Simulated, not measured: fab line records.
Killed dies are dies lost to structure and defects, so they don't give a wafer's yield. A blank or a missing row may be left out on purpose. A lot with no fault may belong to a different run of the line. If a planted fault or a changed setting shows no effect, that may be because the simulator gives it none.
fab line records	flow gf180mcu	part 1 of 2: steps 1 to 23 of 34
record: lots: 5	wafers: 15	last-day: 33
route steps=602 shown V4@493 MIM@503 M5@526
lots that met no fault: taken from a fault-free run of the same line
start-h: the number of hours between the record's first day and the start of the first shown wafer of the lot	wait-h: how many hours have passed since the lot's step before this one	" as in the row above	L1.1+2: one row covering several wafers at once	- value missing, or start not given	* or withheld: withheld	< > ~ a bound
route shown NAME@n: a module of which the file shows steps, and the number in the route of the first	usual: mean and standard deviation over wafers with no fault	same: alike in all rows	chamber/n: place in a boat	sites: per-site readings	_std_site: standard deviation across them	_edge_site: the outer-site mean with the inner-site mean subtracted	radius-mm: for every site, how far away it sits from the centre of the wafer	mask NAME#n: copy n	behind: the most recent tool/chamber to have shaped the wafer	hold: reason for holding the lot/hours on hold/outcome of the hold	device: whichever transistor did not switch (one of n, p or np)	end of line: the route-end tests of the same wafers	where a step has no rows: the recipe by itself	killed: at the first sort, the dies lost to defects and structure; wafer yield is something else	map: shows each die of a wafer: x if killed, . if not, _ if none is there
set.NAME: setting as actually run; set.NAME@STEP: the setting as run at that earlier step	model.NAME: the simulator's own value behind a step, which no gauge read
a table for each step, a row for each wafer; lots at some steps of the route
services: from which hour (start-h, from the record's first day; less than 0 if before it) a tool's chamber was out of use, for how many hours, and why
== steps ==
step: GF_V4_ETCH_17
recipe: chemistry: C4F8/O2/Ar	mask-material: KrF	target: SiO2	stop-on: TiN	source-w: 1500	bias-w: 1200	pressure-mtorr: 40	c4f8-flow-sccm: withheld	O2_flow_sccm: 6	Ar_flow_sccm: 300	time-s: withheld	target-depth-a: 6300
usual: oes-product-au: 0.855/0.0049
lot.wafer	tool	chamber	start-h	wait-h	oes-product-au
L075.1	rie-diel-03	3	-	-	0.850
L075.2	"	1	"	"	0.862
L075.4	"	0	"	"	0.849
L080.1	rie-diel-04	1	-	-	0.859
L080.3	"	2	"	"	0.853
L080.4	"	0	"	"	0.860
L081.2	rie-diel-03	2	-	-	0.855
L081.3	"	3	"	"	0.861
L081.5	"	3	"	"	0.858
L093.3	rie-diel-04	2	-	-	0.856
L093.4	"	1	"	"	0.852
L093.6	"	2	"	"	0.853
L094.2	rie-diel-02	1	-	-	0.855
L094.3	"	3	"	"	0.854
L094.6	"	2	"	"	0.856
step: GF_V4_STRIP_18
recipe: chemistry: O2/N2	power-w: 1400	pressure-mtorr: 1500	platen-temp-c: 250	o2-flow-sccm: 3000	n2-flow-sccm: 300	overash-fraction: 0.5
usual: drypump-motor-current-A: 5.9/0.32	heater-power-w: 310/23	o2-flow-sccm: 3002/8.7	oes-product-au: 0.592/0.0046
lot.wafer	tool	chamber	start-h	wait-h	drypump-motor-current-A	heater-power-w	o2-flow-sccm	oes-product-au	rf-hours-counter-h
L075.1	plasma-asher-01	1	571.35	-	6.4	332	3008	0.604	82
L075.2	"	0	"	"	5.5	318	3016	0.592	82
L075.4	"	1	"	"	6.4	339	3010	0.606	-
L080.1	plasma-asher-01	1	619.98	-	6.3	332	3002	0.595	88
L080.3	"	0	"	"	5.5	315	2995	0.594	-
L080.4	"	1	"	"	6.3	337	2994	0.590	-
L081.2	plasma-asher-02	0	620.45	-	6.1	288	2999	0.593	20
L081.3	"	1	"	"	5.5	300	3004	0.601	-
L081.5	"	0	"	"	6.1	283	2989	0.591	-
L093.3	plasma-asher-02	1	708.04	-	5.5	286	3001	0.595	-
L093.4	"	0	"	"	6.2	284	3014	0.602	-
L093.6	"	1	"	"	5.5	297	3001	0.590	-
L094.2	plasma-asher-02	0	713.00	-	6.1	282	2992	0.599	29
L094.3	"	1	"	"	5.6	289	3007	0.584	-
L094.6	"	1	"	"	5.5	293	3011	0.596	-
step: GF_V4_STRIP_19
recipe: chemistry: post-etch-residue-remover	time-s: 1200	temp-c: 72.5
usual: bath-heat-duty-pct: 14.5/1.4
same: time-s: 1200
lot.wafer	tool	chamber	start-h	wait-h	bath-heat-duty-pct
L075.1	wet-bench-02	3	571.45	0.1	13.7
L075.2	"	3	"	"	13.7
L075.4	"	3	"	"	14.4
L080.1	wet-bench-04	2	620.08	0.1	15.2
L080.3	"	2	"	"	15.4
L080.4	"	2	"	"	15.2
L081.2	wet-bench-01	0	620.55	0.1	14.9
L081.3	"	0	"	"	14.8
L081.5	"	0	"	"	15.2
L093.3	wet-bench-01	0	708.10	0.0	13.8
L093.4	"	0	"	"	14.7
L093.6	"	0	"	"	14.4
L094.2	wet-bench-01	0	713.10	0.1	14.7
L094.3	"	0	"	"	14.2
L094.6	"	0	"	"	14.6
step: GF_V4_CLEAN_20
recipe: chemistry: DIW	dry: n2-spin
lot.wafer	tool	chamber	start-h	wait-h
L075.1+2+4	wet-bench-04	2	571.82	0.0
L080.1+3+4	wet-bench-02	0	620.42	0.0
L081.2+3+5	wet-bench-02	2	620.89	0.0
L093.3+4+6	wet-bench-02	1	708.48	0.0
L094.2+3+6	wet-bench-04	2	713.47	0.0
step: GF_V4_SPUTTER_21
recipe: material: Ti	target-thk-nm: 15	chamber-pressure-pa: 5	power-w: 2500	substrate-temp-c: 200	time-s: 80.02
usual: chamber-pressure-pa: 4.999/0.01	throttle-valve-pct: 29.8/1
same: time-s: 80.02
lot.wafer	tool	chamber	start-h	wait-h	chamber-pressure-pa	throttle-valve-pct
L075.1	pvd-sputter-04	-	571.92	0.0	4.998	29.9
L075.2	"	-	"	"	4.993	28.8
L075.4	"	-	"	"	4.996	29.9
L080.1	pvd-sputter-01	-	620.61	0.0	5.003	30.1
L080.3	"	-	"	"	5.003	29.3
L080.4	"	-	"	"	4.997	29.8
L081.2	pvd-sputter-02	-	621.08	0.0	5.012	30.5
L081.3	"	-	"	"	5.014	28.5
L081.5	"	-	"	"	5.004	31.7
L093.3	pvd-sputter-02	-	708.58	0.0	4.996	31.6
L093.4	"	-	"	"	4.989	28.4
L093.6	"	-	"	"	5.001	31.0
L094.2	pvd-sputter-01	-	713.57	0.0	5.000	30.2
L094.3	"	-	"	"	4.989	30.2
L094.6	"	-	"	"	5.003	29.9
step: GF_V4_SPUTTER_22
recipe: material: TiN	target-thk-nm: 10	chamber-pressure-pa: 5	power-w: 4000	time-s: 40
usual: chamber-pressure-pa: 5.001/0.0093	throttle-valve-pct: 29.9/0.99
same: time-s: 40
lot.wafer	tool	chamber	start-h	wait-h	chamber-pressure-pa	throttle-valve-pct
L075.1	pvd-sputter-04	-	571.98	0.0	4.992	30.0
L075.2	"	-	"	"	4.989	28.8
L075.4	"	-	"	"	5.001	30.0
L080.1	pvd-sputter-01	-	620.67	0.0	4.995	30.1
L080.3	"	-	"	"	4.983	29.1
L080.4	"	-	"	"	4.999	29.9
L081.2	pvd-sputter-02	-	621.14	0.0	4.985	30.3
L081.3	"	-	"	"	5.011	28.5
L081.5	"	-	"	"	4.997	31.4
L093.3	pvd-sputter-02	-	708.64	0.0	4.995	31.5
L093.4	"	-	"	"	4.982	28.2
L093.6	"	-	"	"	4.996	31.4
L094.2	pvd-sputter-01	-	713.63	0.0	4.993	30.1
L094.3	"	-	"	"	4.999	30.0
L094.6	"	-	"	"	5.005	30.1
step: GF_V4_CVD_23
recipe: material: W	target-thk-nm: 350	time-s: 104.9	temp-c: 400	pressure-torr: 40
usual: heater-power-w: 780/37
same: time-s: 104.9
lot.wafer	tool	chamber	start-h	wait-h	heater-power-w
L075.1	cvd-w-02	1	572.14	0.1	818
L075.2	"	1	"	"	822
L075.4	"	1	"	"	822
L080.1	cvd-w-01	1	620.71	0.0	757
L080.3	"	1	"	"	788
L080.4	"	0	"	"	740
L081.2	cvd-w-02	1	621.18	0.0	800
L081.3	"	1	"	"	811
L081.5	"	0	"	"	819
L093.3	cvd-w-01	1	708.71	0.1	799
L093.4	"	0	"	"	734
L093.6	"	0	"	"	721
L094.2	cvd-w-01	1	713.67	0.0	786
L094.3	"	1	"	"	784
L094.6	"	0	"	"	718
step: GF_V4_RS_MEAS_24
recipe: thk-meas-gauge: four-point-probe	reads: W_of_V4_CVD_23+TiN_of_V4_SPUTTER_22+Ti_of_V4_SPUTTER_21
usual: V4_W_RS: 0.328/0.0071
lot.wafer	tool	chamber	start-h	wait-h	V4_W_RS[ohm/sq]
L075.1	film-metro-02	-	572.36	0.2	0.320
L075.2	"	-	"	"	0.321
L075.4	"	-	"	"	0.318
L080.1	film-metro-04	-	620.82	0.1	0.329
L080.3	"	-	"	"	0.329
L080.4	"	-	"	"	0.336
L081.2	film-metro-01	-	621.31	0.1	0.319
L081.3	"	-	"	"	0.327
L081.5	"	-	"	"	0.332
L093.3	film-metro-01	-	708.83	0.1	0.335
L093.4	"	-	"	"	0.338
L093.6	"	-	"	"	0.337
L094.2	film-metro-04	-	713.81	0.1	0.335
L094.3	"	-	"	"	0.334
L094.6	"	-	"	"	0.331
step: GF_V4_THK_MEAS_25
recipe: thk-meas-gauge: xrf	reads: W_of_V4_CVD_23
usual: V4_W_THK: 329/7.6
lot.wafer	tool	chamber	start-h	wait-h	V4_W_THK[nm]
L075.1	film-metro-02	-	572.48	0.1	337
L075.2	"	-	"	"	335
L075.4	"	-	"	"	337
L080.1	film-metro-04	-	620.94	0.1	328
L080.3	"	-	"	"	327
L080.4	"	-	"	"	319
L081.2	film-metro-01	-	621.42	0.1	335
L081.3	"	-	"	"	329
L081.5	"	-	"	"	323
L093.3	film-metro-01	-	708.93	0.1	323
L093.4	"	-	"	"	320
L093.6	"	-	"	"	319
L094.2	film-metro-04	-	713.92	0.1	325
L094.3	"	-	"	"	328
L094.6	"	-	"	"	329
step: GF_V4_CMP_26
recipe: stop-on: SiO2	down-force-psi: 3.5	platen-rpm: 60	t-overpolish-s: 15	target-thk-nm: 0	pad-velocity-m-s: 0.94248
usual: motor-current-A: 11.1/1.6	overpolish-run-s: 15.000/0.0094	slurry-filter-dp-kPa: 13.50/0.15	time-to-endpoint-s: 81/4.8
lot.wafer	tool	chamber	start-h	wait-h	motor-current-A	overpolish-run-s	slurry-filter-dp-kPa	time-to-endpoint-s
L075.4	cmp-02	3	572.62	0.1	11.0	15.006	13.80	84
L075.2	"	0	"	"	11.5	15.007	13.62	81
L075.1	"	2	"	"	12.4	14.990	13.47	90
L080.3	cmp-01	0	621.00	0.0	11.3	15.002	13.44	77
L080.1	"	1	"	"	14.4	14.995	13.60	75
L080.4	"	3	"	"	7.9	14.978	13.43	79
L081.3	cmp-02	0	621.47	0.0	11.1	14.987	13.50	81
L081.2	"	2	"	"	11.1	14.983	13.54	95
L081.5	"	1	"	"	11.1	15.014	13.17	84
L093.4	cmp-01	0	709.05	0.1	11.9	15.004	13.44	75
L093.3	"	2	"	"	9.8	15.003	13.50	80
L093.6	"	0	"	"	10.6	15.003	13.41	72
L094.3	cmp-02	1	714.07	0.1	11.8	14.980	13.40	82
L094.2	"	2	"	"	11.7	15.006	13.85	84
L094.6	"	0	"	"	11.4	14.997	13.78	75
step: GF_MIM_SPUTTER_00
recipe: material: Ti	target-thk-nm: 37.5	arriving-ion-energy-ev: 80	substrate-temp-c: 200	chamber-pressure-pa: 2	power-w: 4000	time-s: 150
usual: chamber-pressure-pa: 2.001/0.0038	throttle-valve-pct: 30.1/1.1
same: time-s: 150
lot.wafer	tool	chamber	start-h	wait-h	chamber-pressure-pa	throttle-valve-pct
L075.1	pvd-sputter-02	-	572.92	0.1	2.002	31.4
L075.2	"	-	"	"	2.000	31.2
L075.4	"	-	"	"	2.000	28.6
L080.1	pvd-sputter-01	-	621.30	0.2	1.998	28.2
L080.3	"	-	"	"	1.997	30.0
L080.4	"	-	"	"	2.006	28.8
L081.2	pvd-sputter-03	-	621.77	0.1	1.999	30.2
L081.3	"	-	"	"	2.007	30.8
L081.5	"	-	"	"	1.992	31.7
L093.3	pvd-sputter-01	-	709.35	0.1	1.998	30.4
L093.4	"	-	"	"	2.004	30.2
L093.6	"	-	"	"	2.004	29.0
L094.2	pvd-sputter-02	-	714.27	0.1	1.999	30.2
L094.3	"	-	"	"	1.996	28.5
L094.6	"	-	"	"	1.998	31.6
step: GF_MIM_SPUTTER_01
recipe: material: TiN	target-thk-nm: 30	power-w: 6500	time-s: 25	chamber-pressure-pa: 0.4
usual: chamber-pressure-pa: 0.4000/0.00079	throttle-valve-pct: 30.1/1.1
same: time-s: 25
lot.wafer	tool	chamber	start-h	wait-h	chamber-pressure-pa	throttle-valve-pct
L075.1	pvd-sputter-02	-	573.02	0.1	0.4008	31.4
L075.2	"	-	"	"	0.4002	31.2
L075.4	"	-	"	"	0.3998	28.7
L080.1	pvd-sputter-01	-	621.40	0.1	0.3992	28.2
L080.3	"	-	"	"	0.3993	29.7
L080.4	"	-	"	"	0.4005	29.1
L081.2	pvd-sputter-03	-	621.87	0.1	0.3992	30.5
L081.3	"	-	"	"	0.4006	30.9
L081.5	"	-	"	"	0.4001	31.8
L093.3	pvd-sputter-01	-	709.45	0.1	0.4004	30.3
L093.4	"	-	"	"	0.3990	30.1
L093.6	"	-	"	"	0.3997	29.0
L094.2	pvd-sputter-02	-	714.37	0.1	0.3991	30.3
L094.3	"	-	"	"	0.3994	28.3
L094.6	"	-	"	"	0.4009	31.6
step: GF_MIM_SPUTTER_02
recipe: material: AlCu	target-thk-nm: 450	power-w: 10600	time-s: 23.9	chamber-pressure-pa: 0.4
usual: chamber-pressure-pa: 0.4001/0.0008	throttle-valve-pct: 30.1/1.1
same: time-s: 23.9
lot.wafer	tool	chamber	start-h	wait-h	chamber-pressure-pa	throttle-valve-pct
L075.1	pvd-sputter-02	-	573.05	0.0	0.4002	31.3
L075.2	"	-	"	"	0.4005	31.3
L075.4	"	-	"	"	0.3997	28.7
L080.1	pvd-sputter-01	-	621.43	0.0	0.3998	28.4
L080.3	"	-	"	"	0.3995	30.2
L080.4	"	-	"	"	0.3990	29.2
L081.2	pvd-sputter-03	-	621.90	0.0	0.4004	30.2
L081.3	"	-	"	"	0.4003	31.0
L081.5	"	-	"	"	0.3989	31.7
L093.3	pvd-sputter-01	-	709.48	0.0	0.3990	29.9
L093.4	"	-	"	"	0.4003	29.8
L093.6	"	-	"	"	0.4012	29.0
L094.2	pvd-sputter-02	-	714.40	0.0	0.4006	30.6
L094.3	"	-	"	"	0.4005	28.4
L094.6	"	-	"	"	0.4003	31.5
step: GF_MIM_SPUTTER_03
recipe: material: Ti	target-thk-nm: 10	substrate-temp-c: 300	chamber-pressure-pa: 0.3	power-w: 3000	time-s: 6.7
usual: chamber-pressure-pa: 0.2999/0.00071	throttle-valve-pct: 30.1/1.1
same: time-s: 6.7
lot.wafer	tool	chamber	start-h	wait-h	chamber-pressure-pa	throttle-valve-pct
L075.1	pvd-sputter-02	-	573.08	0.0	0.2993	31.0
L075.2	"	-	"	"	0.3001	31.5
L075.4	"	-	"	"	0.2998	28.4
L080.1	pvd-sputter-01	-	621.46	0.0	0.3001	28.0
L080.3	"	-	"	"	0.3003	29.7
L080.4	"	-	"	"	0.2994	29.2
L081.2	pvd-sputter-03	-	621.93	0.0	0.3009	30.1
L081.3	"	-	"	"	0.3002	30.8
L081.5	"	-	"	"	0.2999	31.8
L093.3	pvd-sputter-01	-	709.51	0.0	0.2998	30.1
L093.4	"	-	"	"	0.3006	30.1
L093.6	"	-	"	"	0.3011	29.2
L094.2	pvd-sputter-02	-	714.43	0.0	0.3007	30.2
L094.3	"	-	"	"	0.3005	28.5
L094.6	"	-	"	"	0.2989	31.5
step: GF_MIM_SPUTTER_04
recipe: material: TiN	target-thk-nm: 50	power-w: 6500	time-s: 41.7	chamber-pressure-pa: 0.4
usual: chamber-pressure-pa: 0.4000/0.00081	throttle-valve-pct: 30.1/1.1
same: time-s: 41.7
lot.wafer	tool	chamber	start-h	wait-h	chamber-pressure-pa	throttle-valve-pct
L075.1	pvd-sputter-02	-	573.10	0.0	0.4015	31.2
L075.2	"	-	"	"	0.3992	31.3
L075.4	"	-	"	"	0.3997	28.4
L080.1	pvd-sputter-01	-	621.48	0.0	0.3982	28.1
L080.3	"	-	"	"	0.3995	29.8
L080.4	"	-	"	"	0.3989	29.3
L081.2	pvd-sputter-03	-	621.95	0.0	0.3997	30.1
L081.3	"	-	"	"	0.4004	30.8
L081.5	"	-	"	"	0.3992	31.8
L093.3	pvd-sputter-01	-	709.53	0.0	0.4006	30.4
L093.4	"	-	"	"	0.4002	29.9
L093.6	"	-	"	"	0.4014	29.3
L094.2	pvd-sputter-02	-	714.45	0.0	0.3989	30.3
L094.3	"	-	"	"	0.3994	28.6
L094.6	"	-	"	"	0.4001	31.3
step: GF_MIM_CVD_05
recipe: material: Si3N4	target-thk-nm: 42	temp-max-c: 400	temp-c: 385	time-s: 29.086	rf-w: 450
usual: heater-power-w: 669/66
same: time-s: 29.086
lot.wafer	tool	chamber	start-h	wait-h	heater-power-w
L075.1	pecvd-04	1	573.14	0.0	609
L075.2	"	0	"	"	642
L075.4	"	0	"	"	641
L080.1	pecvd-01	0	621.52	0.0	644
L080.3	"	1	"	"	735
L080.4	"	1	"	"	733
L081.2	pecvd-02	2	621.99	0.0	646
L081.3	"	0	"	"	784
L081.5	"	2	"	"	638
L093.3	pecvd-04	1	709.57	0.0	645
L093.4	"	0	"	"	682
L093.6	"	2	"	"	728
L094.2	pecvd-04	0	714.49	0.0	630
L094.3	"	1	"	"	603
L094.6	"	1	"	"	632
step: GF_MIM_THK_MEAS_06
recipe: reads: Si3N4_of_MIM_CVD_05
usual: MIM_CVD_05_THK: 42.1/0.56
lot.wafer	tool	chamber	start-h	wait-h	MIM_CVD_05_THK[nm]
L075.1	film-metro-03	-	573.17	0.0	40.9
L075.2	"	-	"	"	42.3
L075.4	"	-	"	"	42.4
L080.1	film-metro-04	-	621.55	0.0	41.3
L080.3	"	-	"	"	41.5
L080.4	"	-	"	"	42.2
L081.2	film-metro-03	-	622.03	0.0	42.3
L081.3	"	-	"	"	41.9
L081.5	"	-	"	"	42.9
L093.3	film-metro-01	-	709.62	0.0	41.6
L093.4	"	-	"	"	42.3
L093.6	"	-	"	"	42.7
L094.2	film-metro-04	-	714.53	0.0	41.5
L094.3	"	-	"	"	41.3
L094.6	"	-	"	"	41.7
step: GF_MIM_SPUTTER_07
recipe: material: TiN	target-thk-nm: 60	power-w: 6500	time-s: 50	chamber-pressure-pa: 0.4
usual: chamber-pressure-pa: 0.4001/0.00075	throttle-valve-pct: 30.0/1.1
same: time-s: 50
lot.wafer	tool	chamber	start-h	wait-h	chamber-pressure-pa	throttle-valve-pct
L075.1	pvd-sputter-03	-	573.23	0.1	0.3997	29.7
L075.2	"	-	"	"	0.3999	29.9
L075.4	"	-	"	"	0.4005	31.9
L080.1	pvd-sputter-02	-	621.61	0.1	0.4012	31.2
L080.3	"	-	"	"	0.4003	30.5
L080.4	"	-	"	"	0.3997	28.5
L081.2	pvd-sputter-01	-	622.08	0.0	0.3998	30.0
L081.3	"	-	"	"	0.3985	29.9
L081.5	"	-	"	"	0.3981	29.8
L093.3	pvd-sputter-03	-	709.66	0.0	0.3998	30.6
L093.4	"	-	"	"	0.3993	29.7
L093.6	"	-	"	"	0.3987	31.0
L094.2	pvd-sputter-01	-	714.58	0.0	0.3993	29.3
L094.3	"	-	"	"	0.4004	30.0
L094.6	"	-	"	"	0.3997	30.2
step: GF_MIM_SPUTTER_08
recipe: material: AlCu	target-thk-nm: 200	power-w: 10600	time-s: 10.6	chamber-pressure-pa: 0.4
usual: chamber-pressure-pa: 0.3999/0.00083	throttle-valve-pct: 30.0/1.1
same: time-s: 10.6
lot.wafer	tool	chamber	start-h	wait-h	chamber-pressure-pa	throttle-valve-pct
L075.1	pvd-sputter-03	-	573.28	0.0	0.3994	29.8
L075.2	"	-	"	"	0.4003	30.3
L075.4	"	-	"	"	0.4018	31.7
L080.1	pvd-sputter-02	-	621.66	0.0	0.3993	31.3
L080.3	"	-	"	"	0.4002	30.2
L080.4	"	-	"	"	0.4003	28.6
L081.2	pvd-sputter-01	-	622.13	0.0	0.4003	30.5
L081.3	"	-	"	"	0.3990	30.3
L081.5	"	-	"	"	0.4001	30.0
L093.3	pvd-sputter-03	-	709.70	0.0	0.4004	31.1
L093.4	"	-	"	"	0.3999	29.8
L093.6	"	-	"	"	0.3997	30.9
L094.2	pvd-sputter-01	-	714.62	0.0	0.3991	29.2
L094.3	"	-	"	"	0.3984	30.2
L094.6	"	-	"	"	0.3990	30.5
step: GF_MIM_SPUTTER_09
recipe: material: TiN	target-thk-nm: 35	power-w: 6500	time-s: 29.2	chamber-pressure-pa: 0.4
usual: chamber-pressure-pa: 0.3999/0.0009	throttle-valve-pct: 30.0/1.1
same: time-s: 29.2
lot.wafer	tool	chamber	start-h	wait-h	chamber-pressure-pa	throttle-valve-pct
L075.1	pvd-sputter-03	-	573.30	0.0	0.3996	29.9
L075.2	"	-	"	"	0.4010	29.9
L075.4	"	-	"	"	0.4004	31.8
L080.1	pvd-sputter-02	-	621.68	0.0	0.3995	31.1
L080.3	"	-	"	"	0.3994	30.5
L080.4	"	-	"	"	0.3993	28.5
L081.2	pvd-sputter-01	-	622.15	0.0	0.3992	30.2
L081.3	"	-	"	"	0.4007	29.9
L081.5	"	-	"	"	0.3999	29.8
L093.3	pvd-sputter-03	-	709.73	0.0	0.3996	31.0
L093.4	"	-	"	"	0.3989	29.7
L093.6	"	-	"	"	0.3997	31.1
L094.2	pvd-sputter-01	-	714.65	0.0	0.4005	29.0
L094.3	"	-	"	"	0.4000	30.2
L094.6	"	-	"	"	0.3990	30.1
step: GF_MIM_RS_MEAS_10
recipe: thk-meas-gauge: four-point-probe	reads: TiN_of_MIM_SPUTTER_09+AlCu_of_MIM_SPUTTER_08+TiN_of_MIM_SPUTTER_07
usual: MIM_ALCU_RS: 0.1589/0.0018
lot.wafer	tool	chamber	start-h	wait-h	MIM_ALCU_RS[ohm/sq]
L075.1	film-metro-01	-	573.33	0.0	0.1555
L075.2	"	-	"	"	0.1566
L075.4	"	-	"	"	0.1592
L080.1	film-metro-03	-	621.71	0.0	0.1598
L080.3	"	-	"	"	0.1630
L080.4	"	-	"	"	0.1610
L081.2	film-metro-01	-	622.20	0.0	0.1637
L081.3	"	-	"	"	0.1617
L081.5	"	-	"	"	0.1613
L093.3	film-metro-03	-	709.80	0.1	0.1581
L093.4	"	-	"	"	0.1573
L093.6	"	-	"	"	0.1583
L094.2	film-metro-03	-	714.70	0.0	0.1589
L094.3	"	-	"	"	0.1595
L094.6	"	-	"	"	0.1587
step: GF_MIM_THK_MEAS_11
recipe: thk-meas-gauge: xrf	reads: AlCu_of_MIM_SPUTTER_08
usual: MIM_ALCU_THK: 199.3/2.3
lot.wafer	tool	chamber	start-h	wait-h	MIM_ALCU_THK[nm]
L075.1	film-metro-01	-	573.45	0.1	203.4
L075.2	"	-	"	"	200.6
L075.4	"	-	"	"	197.7
L080.1	film-metro-03	-	621.83	0.1	199.2
L080.3	"	-	"	"	194.3
L080.4	"	-	"	"	198.0
L081.2	film-metro-01	-	622.31	0.1	194.4
L081.3	"	-	"	"	197.6
L081.5	"	-	"	"	198.2
L093.3	film-metro-03	-	709.90	0.1	199.0
L093.4	"	-	"	"	200.3
L093.6	"	-	"	"	199.9
L094.2	film-metro-03	-	714.81	0.1	198.0
L094.3	"	-	"	"	198.4
L094.6	"	-	"	"	197.7
step: GF_MIM_DEHYDRATE_12
recipe: temp-c: 200	time-s: 60
same: time-s: 60
lot.wafer	tool	chamber	start-h	wait-h
L075.1+2+4	litho-track-01	0	583.47	10.0
L080.1+3+4	litho-track-04	0	631.52	9.7
L081.2+3+5	litho-track-04	0	632.14	9.8
L093.3+4+6	litho-track-03	0	718.15	8.2
L094.2+3+6	litho-track-03	0	722.72	7.9
